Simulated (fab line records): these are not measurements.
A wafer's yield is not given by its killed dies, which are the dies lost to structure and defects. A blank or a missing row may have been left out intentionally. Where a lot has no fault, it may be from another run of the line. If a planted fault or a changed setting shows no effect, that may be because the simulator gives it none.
fab line records	flow sky130
[record] lots = 7	wafers = 21	last_day = 49
route steps=708 shown VT_ADJUST_LVTN@105 VT_ADJUST_NCORE@119 VT_ADJUST_HVTR@131 PAD_OPEN@708
lots untouched by any fault: they come from a run of this same line in which no faults occurred
start_h: start of the lot's first displayed wafer, in hours after the record's first day	wait_h: how many hours have passed since the lot's step before this one	" as in the row above	L1.1+2: a row that stands for several wafers	- value missing, or start not given	* or withheld: withheld	< > ~ a bound
route shown NAME@n: NAME is a module with steps in the file, n the number in the route of the first one	usual: mean/standard deviation taken from wafers without a fault	same: alike in all rows	chamber/n: place in a boat	sites: each site's reading	_std_site: the standard deviation of these	_edge_site: the outer-site mean with the inner-site mean subtracted	radius_mm: for every site, how far away it sits from the centre of the wafer	mask NAME#n: copy n	behind: tool/chamber where the wafer was last shaped	hold: why the lot was held/for how many hours/how that ended	device: whichever transistor did not switch (one of n, p or np)	end of line: tests of these same wafers at the route's end	a step without rows: its recipe alone	killed: not the wafer's yield, but the dies lost to structure and defects at the first sort	map: dies across one wafer; x = killed, . = not, _ = none there
set.NAME: the setting that was run; set.NAME@STEP: the one run at that earlier step	model.NAME: the simulator's own value behind a step, which no gauge read
lots at selected steps of the route; one table per step, one row per wafer
services: from which hour (start_h, from the record's first day; less than 0 if before it) a tool's chamber was out of use, for how many hours, and why
[[steps]]
[step SKY_VT_ADJUST_LVTN_IMPLANT_08]
[recipe] species = B	energy_kev = 30	dose_cm2 = 1.57e+12	tilt_deg = withheld
[step SKY_VT_ADJUST_LVTN_STRIP_09]
[recipe] chemistry = O2/N2	power_w = 1400	pressure_mtorr = 1500	platen_temp_c = withheld	o2_flow_sccm = 3000	n2_flow_sccm = 300	overash_fraction = 0.5
[usual] chamber_pressure_mTorr = 1500.0/1.3	drypump_motor_current_A = 5.7/0.71	n2_flow_sccm = 299.9/0.91	oes_product_au = 0.722/0.0044	strip_time_to_endpoint_s = 36.91/0.1
lot.wafer	tool	chamber	start_h	wait_h	chamber_pressure_mTorr	drypump_motor_current_A	n2_flow_sccm	oes_product_au	rf_hours_counter_h	strip_time_to_endpoint_s
L755.1	plasma_asher-01	1	153.56	0.1	1501.4	5.5	300.0	0.724	2	36.94
L755.3	"	0	"	"	1498.8	6.1	299.0	0.711	-	36.86
L755.4	"	1	"	"	1497.7	5.4	300.9	0.726	-	36.88
L758.1	plasma_asher-02	0	180.30	0.1	1499.6	6.2	300.8	0.725	50	36.93
L758.3	"	0	"	"	1498.0	6.2	300.0	0.714	-	36.90
L758.6	"	0	"	"	1500.7	6.2	300.2	0.719	-	36.96
L764.1	plasma_asher-02	1	206.67	0.1	1500.3	5.2	299.3	0.724	54	36.88
L764.4	"	1	"	"	1501.3	5.2	299.3	0.725	-	36.90
L764.5	"	0	"	"	1500.4	6.2	300.2	0.727	-	36.99
L765.1	plasma_asher-02	1	223.96	0.1	1499.1	5.2	299.4	0.723	56	36.79
L765.4	"	1	"	"	1500.4	5.2	300.4	0.714	-	36.73
L765.6	"	1	"	"	1501.1	5.2	299.2	0.719	-	36.79
L766.4	plasma_asher-04	1	226.15	0.1	1498.2	4.7	300.1	0.722	-	36.97
L766.5	"	0	"	"	1500.4	6.5	299.3	0.726	-	36.90
L766.6	"	1	"	"	1499.2	4.7	299.2	0.724	-	37.01
L771.1	plasma_asher-01	0	252.21	0.1	1499.5	6.2	300.8	0.721	11	37.02
L771.4	"	0	"	"	1501.3	6.2	300.0	0.727	-	36.89
L771.5	"	0	"	"	1499.5	6.2	301.3	0.733	-	37.01
L774.2	plasma_asher-04	0	273.76	0.1	1501.0	6.5	298.6	0.722	59	36.79
L774.4	"	1	"	"	1500.2	4.7	300.7	0.719	-	36.79
L774.6	"	1	"	"	1501.5	4.7	301.1	0.718	-	36.74
[step SKY_VT_ADJUST_LVTN_TW_MEAS_10]
[usual] VT_ADJUST_LVTN_TW = 244.1/2.5
lot.wafer	tool	chamber	start_h	wait_h	VT_ADJUST_LVTN_TW
L755.1	film_metro-02	-	153.66	0.1	243.5
L755.3	"	-	"	"	242.7
L755.4	"	-	"	"	243.1
L758.1	film_metro-03	-	180.40	0.1	242.9
L758.3	"	-	"	"	243.1
L758.6	"	-	"	"	241.9
L764.1	film_metro-03	-	206.77	0.1	241.7
L764.4	"	-	"	"	241.3
L764.5	"	-	"	"	242.4
L765.1	film_metro-02	-	224.06	0.1	244.2
L765.4	"	-	"	"	243.6
L765.6	"	-	"	"	242.5
L766.4	film_metro-03	-	226.25	0.1	241.8
L766.5	"	-	"	"	241.3
L766.6	"	-	"	"	242.1
L771.1	film_metro-03	-	252.31	0.1	240.4
L771.4	"	-	"	"	240.9
L771.5	"	-	"	"	241.1
L774.2	film_metro-03	-	273.87	0.1	242.0
L774.4	"	-	"	"	243.4
L774.6	"	-	"	"	243.3
[step SKY_VT_ADJUST_LVTN_DEHYDRATE_11]
[recipe] temp_c = 200	time_s = 60
[step SKY_VT_ADJUST_LVTN_HMDS_12]
[recipe] prime_time_s = 60	prime_temp_c = 120
[step SKY_VT_ADJUST_LVTN_COAT_13]
[recipe] resist = NOVOLAK	spin_rpm = 3000	resist_thk_nm = 1140
[step SKY_VT_ADJUST_LVTN_SOFTBAKE_14]
[recipe] temp_c = 90	time_s = 60	resist = NOVOLAK
[step SKY_VT_ADJUST_LVTN_EXPOSE_15]
[recipe] mask_id = HVN_STD_DERIVED	na = 0.6	source_shape = conventional	sigma_outer = 0.6	polarization = unpolarized	target_cd_nm = 600	dose_mj = 163
[step SKY_VT_ADJUST_LVTN_PEB_16]
[recipe] temp_c = withheld	time_s = *	resist = NOVOLAK
[step SKY_VT_ADJUST_LVTN_DEVELOP_17]
[recipe] resist = NOVOLAK	developer = TMAH	develop_time_s = 60	dev_temp_c = 23
[step SKY_VT_ADJUST_LVTN_OVL_MEAS_18]
[usual] VT_ADJUST_LVTN_01_OVL = 1.4/1.1
lot.wafer	tool	chamber	start_h	wait_h	VT_ADJUST_LVTN_01_OVL[nm]
L755.1	overlay-02	-	180.18	6.7	2.4
L755.3	"	-	"	"	1.3
L755.4	"	-	"	"	1.0
L758.1	overlay-02	-	198.73	0.1	2.0
L758.3	"	-	"	"	1.5
L758.6	"	-	"	"	3.0
L764.1	overlay-01	-	227.98	0.1	0.8
L764.4	"	-	"	"	-0.2
L764.5	"	-	"	"	0.5
L765.1	overlay-01	-	245.43	0.1	1.7
L765.4	"	-	"	"	3.8
L765.6	"	-	"	"	-0.8
L766.4	overlay-02	-	247.95	0.1	1.2
L766.5	"	-	"	"	1.7
L766.6	"	-	"	"	3.2
L771.1	overlay-02	-	275.12	0.1	2.3
L771.4	"	-	"	"	0.2
L771.5	"	-	"	"	1.9
L774.2	overlay-01	-	298.73	0.1	1.1
L774.4	"	-	"	"	0.8
L774.6	"	-	"	"	1.1
[step SKY_VT_ADJUST_LVTN_IMPLANT_19]
[recipe] species = B	energy_kev = 30	dose_cm2 = 6.5e+11	tilt_deg = withheld
[step SKY_VT_ADJUST_LVTN_STRIP_20]
[recipe] chemistry = O2/N2	power_w = 1400	pressure_mtorr = 1500	platen_temp_c = withheld	o2_flow_sccm = 3000	n2_flow_sccm = 300	overash_fraction = 0.5
[usual] chamber_pressure_mTorr = 1499.9/1.4	drypump_motor_current_A = 5.7/0.63	n2_flow_sccm = 300.0/0.87	oes_product_au = 0.715/0.0045	strip_time_to_endpoint_s = 14.17/0.039
lot.wafer	tool	chamber	start_h	wait_h	chamber_pressure_mTorr	drypump_motor_current_A	n2_flow_sccm	oes_product_au	rf_hours_counter_h	strip_time_to_endpoint_s	model.NOVOLAK_of_VT_ADJUST_LVTN_COAT_13.thk_nm
L755.1	plasma_asher-04	1	180.45	0.1	1499.5	4.7	301.3	0.714	49	14.16	0
L755.3	"	0	"	"	1499.0	6.5	300.7	0.718	-	14.19	0
L755.4	"	1	"	"	1501.5	4.7	300.2	0.711	-	14.22	0
L758.1	plasma_asher-01	0	198.91	0.1	1500.0	6.2	301.0	0.713	6	14.20	0
L758.3	"	0	"	"	1498.2	6.2	301.0	0.710	-	14.24	0
L758.6	"	0	"	"	1497.8	6.2	300.7	0.720	-	14.18	0
L764.1	plasma_asher-02	0	228.16	0.1	-	-	-	-	-	-	1133
L764.4	"	1	"	"	-	-	-	-	-	-	1134
L764.5	"	1	"	"	-	-	-	-	-	-	1131
L765.1	plasma_asher-04	0	245.61	0.1	-	-	-	-	-	-	1141
L765.4	"	1	"	"	-	-	-	-	-	-	1140
L765.6	"	1	"	"	-	-	-	-	-	-	1140
L766.4	plasma_asher-01	1	248.15	0.1	-	-	-	-	-	-	1143
L766.5	"	1	"	"	-	-	-	-	-	-	1138
L766.6	"	0	"	"	-	-	-	-	-	-	1141
L771.1	plasma_asher-01	1	275.52	0.1	1497.6	5.5	300.2	0.718	13	14.15	0
L771.4	"	1	"	"	1497.0	5.5	300.3	0.711	-	14.17	0
L771.5	"	1	"	"	1500.4	5.4	300.2	0.713	-	14.14	0
L774.2	plasma_asher-02	0	298.91	0.1	1501.2	6.2	300.5	0.703	63	14.16	0
L774.4	"	0	"	"	1499.6	6.2	300.7	0.718	-	14.21	0
L774.6	"	0	"	"	1498.9	6.2	300.9	0.716	-	14.15	0
[step SKY_VT_ADJUST_LVTN_TW_MEAS_21]
[usual] VT_ADJUST_LVTN_2_TW = 191.1/2.3
lot.wafer	tool	chamber	start_h	wait_h	VT_ADJUST_LVTN_2_TW
L755.1	film_metro-04	-	180.55	0.1	193.4
L755.3	"	-	"	"	193.8
L755.4	"	-	"	"	193.5
L758.1	film_metro-03	-	199.01	0.1	187.7
L758.3	"	-	"	"	188.1
L758.6	"	-	"	"	189.1
L764.1	film_metro-03	-	228.26	0.1	188.3
L764.4	"	-	"	"	188.2
L764.5	"	-	"	"	188.3
L765.1	film_metro-04	-	245.71	0.1	192.4
L765.4	"	-	"	"	193.0
L765.6	"	-	"	"	192.7
L766.4	film_metro-04	-	248.25	0.1	192.4
L766.5	"	-	"	"	192.5
L766.6	"	-	"	"	193.5
L771.1	film_metro-02	-	275.62	0.1	189.3
L771.4	"	-	"	"	191.1
L771.5	"	-	"	"	191.1
L774.2	film_metro-04	-	299.02	0.1	192.6
L774.4	"	-	"	"	191.7
L774.6	"	-	"	"	192.9
[step SKY_VT_ADJUST_NCORE_DEHYDRATE_00]
[recipe] temp_c = 200	time_s = 60
[step SKY_VT_ADJUST_NCORE_HMDS_01]
[recipe] prime_time_s = 60	prime_temp_c = 120
[step SKY_VT_ADJUST_NCORE_COAT_02]
[recipe] resist = NOVOLAK	spin_rpm = 3000	resist_thk_nm = 1140
[step SKY_VT_ADJUST_NCORE_SOFTBAKE_03]
[recipe] temp_c = 90	time_s = 60	resist = NOVOLAK
[step SKY_VT_ADJUST_NCORE_EXPOSE_04]
[recipe] mask_id = LVTN_COMPLEMENT_THIN	na = 0.6	source_shape = conventional	sigma_outer = 0.6	polarization = unpolarized	target_cd_nm = 380	dose_mj = 139
[step SKY_VT_ADJUST_NCORE_PEB_05]
[recipe] temp_c = withheld	time_s = *	resist = NOVOLAK
[step SKY_VT_ADJUST_NCORE_DEVELOP_06]
[recipe] resist = NOVOLAK	developer = TMAH	develop_time_s = 60	dev_temp_c = 23
[step SKY_VT_ADJUST_NCORE_CD_MEAS_07]
[recipe] target_cd_nm = 380
[usual] cd_nm = 380.0/2.1
lot.wafer	tool	chamber	start_h	wait_h	cd_nm
L755.1	cd_sem-01	-	198.83	0.1	379.2
L755.3	"	-	"	"	379.3
L755.4	"	-	"	"	378.5
L758.1	cd_sem-01	-	219.03	0.1	381.2
L758.3	"	-	"	"	378.0
L758.6	"	-	"	"	378.0
L764.1	cd_sem-01	-	250.08	0.1	378.1
L764.4	"	-	"	"	379.5
L764.5	"	-	"	"	379.8
L765.1	cd_sem-02	-	267.68	0.1	381.0
L765.4	"	-	"	"	380.6
L765.6	"	-	"	"	382.5
L766.4	cd_sem-01	-	270.34	0.1	379.8
L766.5	"	-	"	"	379.8
L766.6	"	-	"	"	378.3
L771.1	cd_sem-02	-	300.48	0.1	382.8
L771.4	"	-	"	"	383.4
L771.5	"	-	"	"	383.6
L774.2	cd_sem-01	-	324.35	0.1	382.0
L774.4	"	-	"	"	381.0
L774.6	"	-	"	"	382.4
[step SKY_VT_ADJUST_NCORE_OVL_MEAS_08]
[usual] VT_ADJUST_NCORE_OVL = 1.6/1.3
lot.wafer	tool	chamber	start_h	wait_h	VT_ADJUST_NCORE_OVL[nm]
L755.1	overlay-02	-	198.95	0.1	3.1
L755.3	"	-	"	"	1.4
L755.4	"	-	"	"	2.9
L758.1	overlay-02	-	219.15	0.1	4.1
L758.3	"	-	"	"	2.7
L758.6	"	-	"	"	2.6
L764.1	overlay-02	-	250.20	0.1	1.8
L764.4	"	-	"	"	0.8
L764.5	"	-	"	"	1.3
L765.1	overlay-01	-	267.80	0.1	0.3
L765.4	"	-	"	"	0.5
L765.6	"	-	"	"	0.9
L766.4	overlay-01	-	270.42	0.1	0.7
L766.5	"	-	"	"	0.5
L766.6	"	-	"	"	3.3
L771.1	overlay-01	-	300.60	0.1	2.5
L771.4	"	-	"	"	3.7
L771.5	"	-	"	"	2.2
L774.2	overlay-01	-	324.46	0.1	-0.4
L774.4	"	-	"	"	-1.3
L774.6	"	-	"	"	-0.4
[step SKY_VT_ADJUST_NCORE_IMPLANT_09]
[recipe] species = B	energy_kev = 10	dose_cm2 = 2.4e+12	tilt_deg = withheld
[step SKY_VT_ADJUST_NCORE_STRIP_10]
[recipe] chemistry = O2/N2	power_w = 1400	pressure_mtorr = 1500	platen_temp_c = withheld	o2_flow_sccm = 3000	n2_flow_sccm = 300	overash_fraction = 0.5
[usual] chamber_pressure_mTorr = 1500.1/1.4	drypump_motor_current_A = 5.7/0.45	n2_flow_sccm = 300.0/0.85	oes_product_au = 0.716/0.0044	strip_time_to_endpoint_s = 14.16/0.049
lot.wafer	tool	chamber	start_h	wait_h	chamber_pressure_mTorr	drypump_motor_current_A	n2_flow_sccm	oes_product_au	rf_hours_counter_h	strip_time_to_endpoint_s
L755.1	plasma_asher-02	1	199.14	0.1	1501.5	5.2	300.7	0.715	53	14.20
L755.3	"	1	"	"	1499.1	5.2	299.5	0.721	-	14.19
L755.4	"	0	"	"	1500.5	6.2	299.8	0.717	-	14.14
L758.1	plasma_asher-02	1	219.33	0.1	1501.2	5.1	300.4	0.718	55	14.06
L758.3	"	0	"	"	1500.9	6.2	300.2	0.718	-	14.06
L758.6	"	1	"	"	1499.9	5.2	300.4	0.714	-	14.08
L764.1	plasma_asher-02	0	250.38	0.1	1499.2	6.2	299.9	0.724	59	31.14
L764.4	"	1	"	"	1500.4	5.2	299.4	0.725	-	31.12
L764.5	"	1	"	"	1500.3	5.2	299.9	0.721	-	31.10
L765.1	plasma_asher-01	1	267.99	0.1	1502.9	5.5	298.9	0.717	12	31.34
L765.4	"	1	"	"	1500.7	5.4	299.2	0.713	-	31.26
L765.6	"	0	"	"	1502.6	6.2	300.2	0.723	-	31.32
L766.4	plasma_asher-02	1	270.62	0.1	1501.9	5.2	300.3	0.723	-	31.31
L766.5	"	0	"	"	1502.2	6.2	301.6	0.724	-	31.23
L766.6	"	1	"	"	1500.2	5.2	300.1	0.714	-	31.27
L771.1	plasma_asher-02	1	300.79	0.1	1499.8	5.2	299.5	0.715	64	14.15
L771.4	"	1	"	"	1499.1	5.2	300.7	0.712	-	14.22
L771.5	"	1	"	"	1502.3	5.2	299.8	0.722	-	14.22
L774.2	plasma_asher-03	0	324.64	0.1	1500.5	5.8	300.9	0.716	51	14.22
L774.4	"	1	"	"	1496.9	5.3	299.7	0.720	-	14.25
L774.6	"	1	"	"	1498.9	5.3	298.8	0.714	-	14.27
[step SKY_VT_ADJUST_NCORE_TW_MEAS_11]
[usual] VT_ADJUST_NCORE_TW = 223.1/1.6
lot.wafer	tool	chamber	start_h	wait_h	VT_ADJUST_NCORE_TW
L755.1	film_metro-04	-	199.24	0.1	226.3
L755.3	"	-	"	"	225.4
L755.4	"	-	"	"	224.4
L758.1	film_metro-02	-	219.43	0.1	221.0
L758.3	"	-	"	"	221.0
L758.6	"	-	"	"	222.2
L764.1	film_metro-04	-	250.48	0.1	30.7
L764.4	"	-	"	"	30.6
L764.5	"	-	"	"	30.8
L765.1	film_metro-02	-	268.09	0.1	30.3
L765.4	"	-	"	"	30.5
L765.6	"	-	"	"	30.5
L766.4	film_metro-01	-	270.72	0.1	30.6
L766.5	"	-	"	"	30.5
L766.6	"	-	"	"	30.7
L771.1	film_metro-01	-	300.89	0.1	221.8
L771.4	"	-	"	"	222.8
L771.5	"	-	"	"	223.1
L774.2	film_metro-01	-	324.75	0.1	223.2
L774.4	"	-	"	"	222.5
L774.6	"	-	"	"	223.3
[step SKY_VT_ADJUST_HVTR_DEHYDRATE_00]
[recipe] temp_c = 200	time_s = 60
[step SKY_PAD_OPEN_PROBE_99]
lot.wafer	tool	chamber	start_h	wait_h	model.etest.nfet_16v.r_on_ohm_um	model.etest.pfet_16v.r_on_ohm_um	model.etest.pfet_g5v0d10v5.r_on_ohm_um	model.etest.tip_p.rs_ohm_sq	model.etest.pfet_01v8.r_on_ohm_um	model.etest.tip_p_5v.rs_ohm_sq	model.etest.pfet_g5v0d10v5.drive_ua_um	model.etest.sram_nfet_pass.drive_ua_um
L755.1	prober-02	-	1085.80	0.1	1.425e+04	1.46e+04	4631	6903	2918	2812	351.1	521.2
L755.4	prober-02	-	1085.95	0.2	1.427e+04	1.526e+04	4704	6946	2917	2821	346.7	492.4
L758.1	prober-01	-	1104.69	0.1	1.406e+04	1.473e+04	4725	6883	2948	2866	346.1	507.4
L758.3	prober-01	-	1104.79	0.2	1.418e+04	1.512e+04	4702	6880	2865	2884	347.8	507.8
L758.6	prober-01	-	1104.94	0.2	1.397e+04	1.471e+04	4646	6904	2914	2873	351.5	485.3
L764.1	prober-02	-	1141.85	0.1	1.241e+04	1.666e+04	6132	7661	3302	3097	244	571.2
L764.4	prober-02	-	1142.00	0.2	1.248e+04	1.657e+04	6326	7656	3414	3093	233.3	554.7
L764.5	prober-02	-	1142.05	0.2	1.246e+04	1.65e+04	6189	7668	3474	3085	238	564.3
L765.1	prober-01	-	1144.80	0.1	1.263e+04	1.752e+04	5957	7693	3337	3063	250.6	567.6
L765.4	prober-01	-	1144.95	0.2	1.27e+04	1.739e+04	5901	7636	3327	3057	250.5	563.9
L765.6	prober-01	-	1145.05	0.2	1.231e+04	1.647e+04	5882	7610	3311	3059	251.9	576.9
L766.4	prober-02	-	1150.49	0.2	1.242e+04	1.678e+04	6076	7972	3426	3104	242.4	592
L766.5	prober-02	-	1150.54	0.2	1.24e+04	1.69e+04	6148	7942	3423	3114	240.4	582.2
L766.6	prober-02	-	1150.59	0.2	1.257e+04	1.761e+04	6077	7968	3435	3102	244.7	576.5
L771.1	prober-02	-	1168.76	0.1	1.426e+04	1.595e+04	4711	6819	2884	2874	341	484.9
L771.4	prober-02	-	1168.91	0.2	1.429e+04	1.489e+04	4716	6827	2884	2851	339.9	483.7
L771.5	prober-02	-	1168.96	0.2	1.42e+04	1.499e+04	4783	6853	3014	2854	333.9	473.2
L774.2	prober-02	-	1185.54	0.1	1.38e+04	1.468e+04	4708	6792	2886	2858	340.4	515
L774.4	prober-02	-	1185.64	0.2	1.389e+04	1.475e+04	4686	6803	2838	2869	346.3	499.5
L774.6	prober-02	-	1185.74	0.2	1.382e+04	1.485e+04	4729	6803	2844	2873	343	499.2
// killed by level:class
L755.1 CONTACT:geometric_particle:open=8 VIA2:geometric_particle:open=8 FIELD_ISO:geometric_particle:open=6 VIA1:geometric_particle:open=6 LOCAL_INTERCONNECT:geometric_particle:short=5 VIA3:geometric_particle:open=5 CONTACT:geometric_particle:short=4 METAL1:geometric_particle:short=4
L755.4 VIA1:geometric_particle:open=13 LI_CONTACT:geometric_particle:open=12 CONTACT:geometric_particle:open=11 CONTACT:geometric_particle:short=6 METAL1:geometric_particle:short=5 VIA2:geometric_particle:open=5 VIA3:geometric_particle:open=5 LI_CONTACT:geometric_particle:short=3
L758.1 VIA2:geometric_particle:open=12 VIA1:geometric_particle:open=10 METAL4:geometric_particle:short=7 LI_CONTACT:geometric_particle:open=6 CONTACT:geometric_particle:open=6 METAL1:geometric_particle:short=6 VIA3:geometric_particle:open=5 LI_CONTACT:geometric_particle:short=5
L758.3 VIA1:geometric_particle:open=19 CONTACT:geometric_particle:open=11 VIA2:geometric_particle:open=8 CONTACT:geometric_particle:short=6 VIA1:geometric_particle:short=5 LI_CONTACT:geometric_particle:open=4 LI_CONTACT:geometric_particle:short=4 LOCAL_INTERCONNECT:geometric_particle:short=4
L758.6 CONTACT:geometric_particle:open=14 VIA1:geometric_particle:open=8 VIA2:geometric_particle:open=7 FIELD_ISO:geometric_particle:open=6 VIA3:geometric_particle:open=6 FIELD_ISO:geometric_particle:short=5 LI_CONTACT:geometric_particle:open=4 CONTACT:geometric_particle:short=4
L771.1 VIA2:geometric_particle:open=7 VIA1:geometric_particle:open=6 LI_CONTACT:geometric_particle:short=5 CONTACT:geometric_particle:open=5 METAL1:geometric_particle:short=5 LI_CONTACT:geometric_particle:open=4 VIA1:geometric_particle:short=4 METAL3:geometric_particle:open=4
L771.4 VIA1:geometric_particle:open=9 LI_CONTACT:geometric_particle:open=7 VIA2:geometric_particle:open=7 CONTACT:geometric_particle:open=6 METAL2:geometric_particle:short=6 LOCAL_INTERCONNECT:geometric_particle:short=5 VIA2:geometric_particle:short=5 POLY_GATE:geometric_particle:open=4
L771.5 CONTACT:geometric_particle:open=10 METAL1:geometric_particle:short=10 VIA2:geometric_particle:open=9 VIA1:geometric_particle:open=8 FIELD_ISO:geometric_particle:open=7 VIA1:geometric_particle:short=7 LI_CONTACT:geometric_particle:open=6 CONTACT:geometric_particle:short=6
L774.2 CONTACT:geometric_particle:open=9 VIA1:geometric_particle:open=9 LI_CONTACT:geometric_particle:open=7 VIA1:geometric_particle:short=6 METAL1:geometric_particle:short=5 VIA2:geometric_particle:short=3 VIA2:geometric_particle:open=3 VIA3:geometric_particle:open=3
L774.4 VIA2:geometric_particle:open=10 LI_CONTACT:geometric_particle:open=9 CONTACT:geometric_particle:open=8 VIA1:geometric_particle:open=6 VIA1:geometric_particle:short=5 METAL2:geometric_particle:short=5 METAL4:geometric_particle:short=5 FIELD_ISO:geometric_particle:short=4
L774.6 LI_CONTACT:geometric_particle:open=11 VIA1:geometric_particle:open=10 VIA2:geometric_particle:open=9 CONTACT:geometric_particle:open=7 METAL1:geometric_particle:short=7 CONTACT:geometric_particle:short=4 VIA1:geometric_particle:short=4 VIA3:geometric_particle:open=4
[[services]]
tool	chamber	start_h	hours	kind
plasma_asher-01	-	130.10	14.6	pm
plasma_asher-01	-	204.78	7.1	pm
plasma_asher-04	-	211.23	2.8	repair
plasma_asher-03	-	217.19	3.3	repair
plasma_asher-02	-	228.84	0.3	repair
[[key]]
[first_sign] step = SKY_VT_ADJUST_LVTN_STRIP_20	reading = tool_record	direction = missing
[effect] step = SKY_VT_ADJUST_NCORE_STRIP_10	reading = strip_time_to_endpoint_s	direction = up	sigmas = 99+	usual = *	struck = *
[effect] step = SKY_VT_ADJUST_NCORE_TW_MEAS_11	reading = VT_ADJUST_NCORE_TW	direction = down	sigmas = 99+	usual = 223.1	struck = 30.6
[model_effect] step = SKY_VT_ADJUST_LVTN_STRIP_20	value = NOVOLAK_of_VT_ADJUST_LVTN_COAT_13.thk_nm	without = 0	struck = 1138
[model_effect] step = SKY_PAD_OPEN_PROBE_99	value = etest.nfet_16v.r_on_ohm_um	without = 1.419e+04	struck = 1.249e+04
met_at SKY_VT_ADJUST_LVTN_STRIP_20
struck_wafers L764.1,L764.4,L764.5,L765.1,L765.4,L765.6,L766.4,L766.5,L766.6
sort_left_out L764.1,L764.4,L764.5,L765.1,L765.4,L765.6,L766.4,L766.5,L766.6
tester_left_out L764,L765,L766
onset_between 198.91 228.16
[fault] kind = skipped_step_whole	tool = plasma_asher-01,plasma_asher-02,plasma_asher-04	chamber = -	onset_h = 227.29	steps = SKY_VT_ADJUST_LVTN_STRIP_20	scope = struck_lots_only
// tester_left_out: of these lots the tester's yield and bins aren't shown, on N5 and GAA mostly nor the transistor test; their killed dies are dies lost to structure and defects alone, not to doping, threshold or leakage, so they don't give the yield
// sort_left_out: the simulated sort isn't trusted on such a fault, so these wafers' sort isn't shown, and their yield isn't known
